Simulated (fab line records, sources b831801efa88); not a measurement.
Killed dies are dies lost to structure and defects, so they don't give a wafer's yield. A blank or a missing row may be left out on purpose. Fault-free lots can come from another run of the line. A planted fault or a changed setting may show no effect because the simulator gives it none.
fab line records    flow sky130
record: lots: 6  wafers: 18  last_day: 49
route steps=708 shown CAP2M@613 METAL4@621 PAD_OPEN@708
lots with no fault: from the same line, run without faults
start_h: hours from the record's first day to the start of the lot's first wafer shown    wait_h: time in hours since the lot's previous step    " repeats the value in the row above    L1.1+2: one row covering several wafers at once    - either no value or no given start    * or withheld: withheld    < > ~ a bound
route shown NAME@n: names a module that has steps shown in the file, with the first one's number in the route    usual: mean/standard deviation of fault-free wafers    same: alike in all rows    chamber/n: place in a boat    sites: each site's reading    _std_site: the values' standard deviation    _edge_site: outer sites' mean less inner sites'    radius_mm: how far each site lies from the wafer's centre    mask NAME#n: copy n    behind: the last tool/chamber to shape the wafer    hold: reason for holding the lot/hours on hold/outcome of the hold    device: transistor that didn't switch, given as n, p or np    end of line: the route-end tests of the same wafers    step lacking rows: just its recipe    killed: count of dies lost to structure and defects at first sort (not the wafer's yield)    map: shows each die of a wafer: x if killed, . if not, _ if none is there
set.NAME: the setting as run; set.NAME@STEP: as run at that earlier step    model.NAME: the simulator's own value behind a step, which no gauge read
lots at some steps of the route; a table a step, a row a wafer
services: a tool's chamber out of use, with start hour (start_h, from the record's first day; less than 0 if before it), hours out, and reason
== steps ==
step: SKY_CAP2M_PEB_10
recipe: temp_c: withheld  time_s: *  resist: NOVOLAK
step: SKY_CAP2M_DEVELOP_11
recipe: resist: NOVOLAK  developer: TMAH  develop_time_s: 60  dev_temp_c: 23
step: SKY_CAP2M_OVL_MEAS_12
usual: CAP2M_OVL: -0.7/1.1
lot.wafer  tool        chamber  start_h  wait_h  CAP2M_OVL[nm]
L708.2     overlay-02  -        956.26   0.1     0.4
L708.4     "           -        "        "       0.1
L708.6     "           -        "        "       -0.6
L709.1     overlay-02  -        959.34   0.1     0.5
L709.4     "           -        "        "       -0.4
L709.6     "           -        "        "       0.4
L714.3     overlay-02  -        1020.36  0.1     1.1
L714.5     "           -        "        "       1.2
L714.6     "           -        "        "       1.2
L715.1     overlay-02  -        1023.84  0.1     -2.2
L715.3     "           -        "        "       -0.4
L715.6     "           -        "        "       -1.9
L721.2     overlay-01  -        1052.90  0.1     -1.3
L721.4     "           -        "        "       0.3
L721.6     "           -        "        "       -0.5
L724.3     overlay-02  -        1062.31  0.1     -0.7
L724.4     "           -        "        "       0.3
L724.6     "           -        "        "       0.4
step: SKY_CAP2M_METAL_ETCH_13
recipe: target_depth_nm: 220  stop_on: SiO2  chemistry: Cl2/BCl3  target: TiN  pressure_mtorr: 10  icp_w: 900  bias_w: 48.5  Cl2_flow_sccm: 60  bcl3_flow_sccm: 30  time_s: 62.9
usual: drypump_motor_current_A: 5.76/0.28  mfc_cl2_sccm: 59.99/0.17  oes_product_au: 0.940/0.0078  throttle_valve_pct: 21.902/0.011
lot.wafer  tool          chamber  start_h  wait_h  drypump_motor_current_A  mfc_cl2_sccm  oes_product_au  rf_hours_counter_h  throttle_valve_pct
L708.2     rie_metal-02  0        956.29   0.0     5.97                     60.23         0.942           9                   21.894
L708.4     "             1        "        "       5.07                     60.10         0.960           -                   21.903
L708.6     "             0        "        "       5.98                     60.00         0.953           -                   21.914
L709.1     rie_metal-02  0        959.38   0.0     5.98                     59.87         0.925           9                   21.919
L709.4     "             0        "        "       5.95                     59.85         0.926           -                   21.922
L709.6     "             1        "        "       5.06                     60.20         0.942           -                   21.920
L714.3     rie_metal-02  0        1020.41  0.0     5.94                     60.25         0.944           -                   21.902
L714.5     "             1        "        "       5.07                     59.41         0.948           -                   21.895
L714.6     "             0        "        "       5.95                     60.10         0.940           -                   21.895
L715.1     rie_metal-01  1        1023.88  0.0     5.97                     59.83         0.940           18                  21.915
L715.3     "             0        "        "       5.67                     60.00         0.939           -                   21.885
L715.6     "             1        "        "       5.97                     59.79         0.935           -                   21.903
L721.2     rie_metal-04  0        1052.96  0.0     5.78                     59.64         0.944           -                   21.901
L721.4     "             0        "        "       5.76                     59.87         0.942           -                   21.892
L721.6     "             0        "        "       5.77                     59.69         0.946           -                   21.906
L724.3     rie_metal-01  1        1062.36  0.0     5.95                     60.01         0.948           -                   21.903
L724.4     "             0        "        "       5.67                     60.02         0.930           -                   21.904
L724.6     "             0        "        "       5.66                     59.75         0.941           -                   21.895
step: SKY_CAP2M_STRIP_14
recipe: chemistry: O2/N2  power_w: 1400  pressure_mtorr: 1500  platen_temp_c: withheld  o2_flow_sccm: 2903  n2_flow_sccm: 300  overash_fraction: 0.5
usual: drypump_motor_current_A: 5.5/0.39  n2_flow_sccm: 299.9/0.85  oes_product_au: 0.709/0.0042  strip_time_to_endpoint_s: 12.68/0.037
lot.wafer  tool             chamber  start_h  wait_h  drypump_motor_current_A  n2_flow_sccm  oes_product_au  rf_hours_counter_h  strip_time_to_endpoint_s
L708.2     plasma_asher-03  0        956.36   0.1     6.0                      300.0         0.703           51                  12.70
L708.4     "                1        "        "       5.5                      298.7         0.708           -                   12.68
L708.6     "                0        "        "       6.0                      299.2         0.710           -                   12.70
L709.1     plasma_asher-03  0        959.46   0.1     6.0                      300.2         0.701           51                  12.70
L709.4     "                0        "        "       6.0                      300.4         0.708           -                   12.67
L709.6     "                0        "        "       6.0                      300.8         0.710           -                   12.70
L714.3     plasma_asher-04  0        1020.50  0.1     5.6                      300.2         0.707           -                   12.71
L714.5     "                1        "        "       5.0                      300.3         0.705           -                   12.70
L714.6     "                0        "        "       5.7                      300.5         0.715           -                   12.66
L715.1     plasma_asher-03  0        1023.96  0.1     6.0                      299.8         0.706           57                  12.70
L715.3     "                1        "        "       5.6                      299.7         0.709           -                   12.71
L715.6     "                0        "        "       6.0                      300.4         0.712           -                   12.64
L721.2     plasma_asher-03  1        1053.09  0.1     5.5                      299.4         0.704           60                  12.70
L721.4     "                0        "        "       5.9                      298.1         0.708           -                   12.69
L721.6     "                1        "        "       5.5                      300.6         0.711           -                   12.65
L724.3     plasma_asher-03  0        1062.45  0.1     5.9                      298.9         0.700           -                   12.63
L724.4     "                1        "        "       5.6                      301.1         0.723           -                   12.65
L724.6     "                1        "        "       5.6                      301.3         0.709           -                   12.66
step: SKY_CAP2M_STRIP_15
recipe: chemistry: post_etch_residue_remover  time_s: 1200  temp_c: 72.5
step: SKY_CAP2M_CLEAN_16
recipe: chemistry: IPA  time_s: 180  temp_c: 25
step: SKY_CAP2M_CLEAN_17
recipe: chemistry: O3/DIW  dry: n2_spin
step: SKY_METAL4_DEHYDRATE_05
recipe: temp_c: 200  time_s: 60
step: SKY_METAL4_HMDS_06
recipe: prime_time_s: 60  prime_temp_c: 120
step: SKY_METAL4_COAT_07
recipe: resist: BARC  temp_c: withheld  time_s: withheld  spin_rpm: 3000  resist_thk_nm: 60
step: SKY_METAL4_COAT_08
recipe: resist: KrF-thick  spin_rpm: 3000  resist_thk_nm: 1140
step: SKY_METAL4_SOFTBAKE_09
recipe: temp_c: 100  time_s: 90  resist: KrF-thick
usual: heater_power_total_W: 57.37/0.12  plate_temp_C: 99.97/0.12
lot.wafer  tool            chamber  start_h  wait_h  heater_power_total_W  plate_temp_C
L708.2     litho_track-03  0        969      -       57.22                 100.14
L708.4     "               0        970      -       57.20                 100.01
L708.6     "               0        "        "       57.57                 100.14
L709.1     litho_track-04  0        972      -       57.54                 99.87
L709.4     "               0        "        "       57.29                 99.96
L709.6     "               0        "        "       57.49                 100.10
L714.3     litho_track-03  0        1031     -       58.33                 101.41
L714.5     "               0        1032     -       58.52                 101.34
L714.6     "               0        "        "       58.30                 101.33
L715.1     litho_track-03  0        1035     -       58.20                 101.07
L715.3     "               0        "        "       58.10                 100.88
L715.6     "               0        "        "       58.12                 101.05
L721.2     litho_track-01  0        1064     -       57.12                 99.82
L721.4     "               0        "        "       57.45                 100.00
L721.6     "               0        "        "       57.60                 100.05
L724.3     litho_track-01  0        1073     -       57.54                 100.03
L724.4     "               0        "        "       57.22                 99.93
L724.6     "               0        "        "       57.40                 99.85
step: SKY_METAL4_EXPOSE_10
recipe: mask_id: MM4  na: 0.68  source_shape: annular  sigma_inner: 0.4  sigma_outer: 0.8  target_cd_nm: 300  dose_mj: 28
step: SKY_PAD_OPEN_PROBE_99
usual: defect_limited_yield: 82.2/1.8  killed_at_M0_to_M3: 44/7.1  killed_at_M4_up: 3.1/1.9  killed_at_contacts: 25/5.8  killed_at_front_end: 16/4.5  killed_at_other: 0.3/0.52  killed_dies: 88/9.1  killed_open: 48/6.8  killed_short: 39/5.8  sort_bin_3_pad_short: 0.9/0.4  sort_bin_5_function: 10.6/1.4  sort_bin_6_memory: 6.3/1.1  sort_n_pass: 404/9.1  sort_yield_pct: 82.2/1.8
same: gross_dies: 492  killed_at_back_side: 0  sort_bin_4_leakage[%]: 0  sort_bin_8_speed[%]: 0
lot.wafer  tool       chamber  start_h  wait_h  defect_limited_yield[%]  killed_at_M0_to_M3  killed_at_M4_up  killed_at_contacts  killed_at_front_end  killed_at_other  killed_dies  killed_open  killed_short  sort_bin_3_pad_short[%]  sort_bin_5_function[%]  sort_bin_6_memory[%]  sort_n_pass  sort_yield_pct[%]
L708.2     prober-01  -        1077.46  0.1     84.1                     40                  2                24                  12                   0                78           47           30            0.8                      8.3                     6.7                   414          84.1
L708.4     prober-01  -        1077.56  0.2     86.0                     37                  2                15                  14                   1                69           32           36            0.4                      7.7                     5.9                   423          86.0
L708.6     prober-01  -        1077.66  0.2     85.6                     38                  0                23                  9                    1                71           43           28            0.8                      6.9                     6.7                   421          85.6
L709.1     prober-02  -        1080.06  0.1     79.5                     49                  5                28                  19                   0                101          55           46            1.0                      11.4                    8.1                   391          79.5
L709.4     prober-02  -        1080.21  0.2     79.9                     47                  2                32                  17                   1                99           56           43            1.4                      11.6                    7.1                   393          79.9
L709.6     prober-02  -        1080.31  0.2     81.1                     43                  5                22                  22                   1                93           51           42            1.0                      11.2                    6.7                   399          81.1
L714.3     prober-01  -        1132.25  0.2     86.0                     34                  3                16                  16                   0                69           35           34            1.2                      8.1                     4.7                   423          86.0
L714.5     prober-01  -        1132.35  0.2     83.3                     49                  1                19                  12                   1                82           43           38            1.0                      9.8                     5.9                   410          83.3
L714.6     prober-01  -        1132.40  0.2     82.5                     51                  6                17                  12                   0                86           47           39            0.2                      11.4                    5.9                   406          82.5
L715.1     prober-02  -        1135.52  0.1     83.3                     39                  4                29                  9                    1                82           48           34            1.6                      9.8                     5.3                   410          83.3
L715.3     prober-02  -        1135.62  0.2     84.3                     37                  1                30                  9                    0                77           34           43            1.0                      10.0                    4.7                   415          84.3
L715.6     prober-02  -        1135.77  0.2     83.3                     43                  3                22                  14                   0                82           48           34            0.6                      8.9                     7.1                   410          83.3
L721.2     prober-01  -        1161.17  0.1     81.3                     49                  7                26                  9                    1                92           47           45            0.6                      11.8                    6.3                   400          81.3
L721.4     prober-01  -        1161.27  0.2     81.5                     55                  1                20                  15                   0                91           44           47            1.2                      10.2                    7.1                   401          81.5
L721.6     prober-01  -        1161.37  0.2     80.9                     49                  2                23                  18                   2                94           55           39            0.8                      11.8                    6.5                   398          80.9
L724.3     prober-01  -        1168.33  0.2     83.9                     34                  5                23                  17                   0                79           37           42            1.4                      9.3                     5.3                   413          83.9
L724.4     prober-01  -        1168.38  0.2     82.5                     36                  2                35                  12                   1                86           49           37            0.6                      10.2                    6.7                   406          82.5
L724.6     prober-01  -        1168.48  0.2     80.7                     40                  1                43                  11                   0                95           47           47            0.8                      11.0                    7.5                   397          80.7
killed by level:class
L708.2 CONTACT:geometric_particle:open=14 VIA1:geometric_particle:open=13 VIA1:geometric_particle:short=7 FIELD_ISO:geometric_particle:open=5 POLY_GATE:geometric_particle:short=5 METAL2:geometric_particle:short=5 VIA3:geometric_particle:open=5 LI_CONTACT:geometric_particle:short=3
L708.4 VIA3:geometric_particle:open=8 FIELD_ISO:geometric_particle:short=6 VIA2:geometric_particle:open=6 LI_CONTACT:geometric_particle:open=5 VIA1:geometric_particle:short=5 METAL2:geometric_particle:short=5 METAL1:geometric_particle:short=4 CONTACT:geometric_particle:open=4
L708.6 CONTACT:geometric_particle:open=11 VIA1:geometric_particle:open=9 METAL2:geometric_particle:short=5 VIA2:geometric_particle:open=5 FIELD_ISO:geometric_particle:short=4 METAL1:geometric_particle:open=4 METAL1:geometric_particle:short=4 VIA1:geometric_particle:short=4
L709.1 VIA1:geometric_particle:open=14 METAL2:geometric_particle:short=11 VIA2:geometric_particle:open=10 LOCAL_INTERCONNECT:geometric_particle:short=7 CONTACT:geometric_particle:short=7 POLY_GATE:geometric_particle:short=6 LI_CONTACT:geometric_particle:open=6 FIELD_ISO:geometric_particle:open=5
L709.4 CONTACT:geometric_particle:open=12 VIA1:geometric_particle:open=11 METAL2:geometric_particle:short=7 LI_CONTACT:geometric_particle:open=7 METAL1:geometric_particle:short=7 VIA3:geometric_particle:open=7 POLY_GATE:geometric_particle:open=6 POLY_GATE:geometric_particle:short=5
L709.6 VIA1:geometric_particle:open=11 CONTACT:geometric_particle:open=9 POLY_GATE:geometric_particle:open=7 LI_CONTACT:geometric_particle:open=7 FIELD_ISO:geometric_particle:short=6 METAL2:geometric_particle:short=6 VIA3:geometric_particle:open=6 METAL1:geometric_particle:short=5
L714.3 VIA1:geometric_particle:open=8 CONTACT:geometric_particle:open=6 VIA3:geometric_particle:open=6 VIA1:geometric_particle:short=5 FIELD_ISO:geometric_particle:open=4 METAL1:geometric_particle:short=4 METAL3:geometric_particle:short=4 FIELD_ISO:geometric_particle:short=3
L714.5 VIA1:geometric_particle:open=13 VIA1:geometric_particle:short=8 CONTACT:geometric_particle:open=7 METAL1:geometric_particle:short=7 LI_CONTACT:geometric_particle:open=6 METAL2:geometric_particle:short=5 VIA2:geometric_particle:short=5 FIELD_ISO:geometric_particle:open=4
L714.6 VIA1:geometric_particle:open=10 VIA3:geometric_particle:open=8 CONTACT:geometric_particle:open=7 METAL1:geometric_particle:short=7 VIA2:geometric_particle:open=7 METAL2:geometric_particle:short=6 LOCAL_INTERCONNECT:geometric_particle:short=5 POLY_GATE:geometric_particle:open=3
L715.1 CONTACT:geometric_particle:open=15 VIA1:geometric_particle:open=10 VIA3:geometric_particle:open=9 CONTACT:geometric_particle:short=7 VIA1:geometric_particle:short=5 FIELD_ISO:geometric_particle:short=4 VIA2:geometric_particle:open=4 METAL1:geometric_particle:short=3
L715.3 LOCAL_INTERCONNECT:geometric_particle:short=9 VIA1:geometric_particle:open=8 VIA3:geometric_particle:open=7 CONTACT:geometric_particle:open=7 METAL1:geometric_particle:short=6 LI_CONTACT:geometric_particle:short=5 CONTACT:geometric_particle:short=5 POLY_GATE:geometric_particle:short=3
L715.6 VIA3:geometric_particle:open=9 VIA1:geometric_particle:open=8 CONTACT:geometric_particle:open=7 METAL1:geometric_particle:short=6 CONTACT:geometric_particle:short=6 FIELD_ISO:geometric_particle:open=5 VIA1:geometric_particle:short=5 LOCAL_INTERCONNECT:geometric_particle:short=4
L721.2 CONTACT:geometric_particle:open=11 VIA1:geometric_particle:open=8 VIA3:geometric_particle:open=8 VIA2:geometric_particle:open=6 METAL2:geometric_particle:short=5 VIA1:geometric_particle:short=5 VIA3:geometric_particle:short=5 LI_CONTACT:geometric_particle:short=5
L721.4 VIA1:geometric_particle:open=12 VIA2:geometric_particle:open=10 CONTACT:geometric_particle:open=8 FIELD_ISO:geometric_particle:short=6 CONTACT:geometric_particle:short=6 VIA1:geometric_particle:short=6 METAL2:geometric_particle:short=6 VIA2:geometric_particle:short=6
L721.6 VIA3:geometric_particle:open=12 LI_CONTACT:geometric_particle:open=10 VIA1:geometric_particle:open=8 VIA2:geometric_particle:open=7 METAL1:geometric_particle:short=6 CONTACT:geometric_particle:open=5 FIELD_ISO:geometric_particle:open=4 POLY_GATE:geometric_particle:short=4
L724.3 VIA1:geometric_particle:open=10 CONTACT:geometric_particle:open=7 VIA1:geometric_particle:short=7 LI_CONTACT:geometric_particle:open=6 LI_CONTACT:geometric_particle:short=5 VIA2:geometric_particle:open=5 FIELD_ISO:geometric_particle:short=4 POLY_GATE:geometric_particle:short=4
L724.4 CONTACT:geometric_particle:open=12 LI_CONTACT:geometric_particle:open=12 VIA1:geometric_particle:open=11 METAL2:geometric_particle:short=8 LOCAL_INTERCONNECT:geometric_particle:short=5 FIELD_ISO:geometric_particle:short=4 METAL1:geometric_particle:short=4 LI_CONTACT:geometric_particle:short=3
L724.6 CONTACT:geometric_particle:open=13 VIA1:geometric_particle:open=9 LOCAL_INTERCONNECT:geometric_particle:short=8 LI_CONTACT:geometric_particle:open=7 CONTACT:geometric_particle:short=7 VIA1:geometric_particle:short=6 FIELD_ISO:geometric_particle:short=5 LI_CONTACT:geometric_particle:short=5
== services ==
tool             chamber  start_h  hours  kind
plasma_asher-03  -        938.94   3.4    repair
rie_metal-02     -        940.56   2.8    pm
plasma_asher-03  -        965.16   2.2    repair
plasma_asher-03  -        967.63   5.9    repair
plasma_asher-04  -        989.01   10.1   repair
plasma_asher-03  -        1008.80  0.3    repair
rie_metal-04     1        1051.08  -      clean
rie_metal-04     1        1051.08  14.0   scheduled_down
rie_metal-04     1        1051.08  14.0   vent_cycle
plasma_asher-04  -        1055.25  9.0    pm
plasma_asher-04  0        1055.25  9.0    vent_cycle
plasma_asher-04  1        1055.25  9.0    vent_cycle
plasma_asher-04  0        1064.25  -      clean
plasma_asher-04  1        1064.25  -      clean
== key ==
first_sign: step: SKY_METAL4_SOFTBAKE_09  reading: plate_temp_C  direction: up  sigmas: 9.8  usual: *  struck: *
effect: step: SKY_METAL4_SOFTBAKE_09  reading: heater_power_total_W  direction: up  sigmas: 7.1  usual: *  struck: *
met_at SKY_METAL4_SOFTBAKE_09
struck_wafers L714.3,L714.5,L714.6,L715.1,L715.3,L715.6
onset_between 969 1031
fault: kind: process_parameter_drift  tool: litho_track-03  chamber: -  onset_h: 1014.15  steps: SKY_METAL4_SOFTBAKE_09  channel: temp_c  offset: *  shape: step  end_h: 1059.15  acts_in: *  stated: *
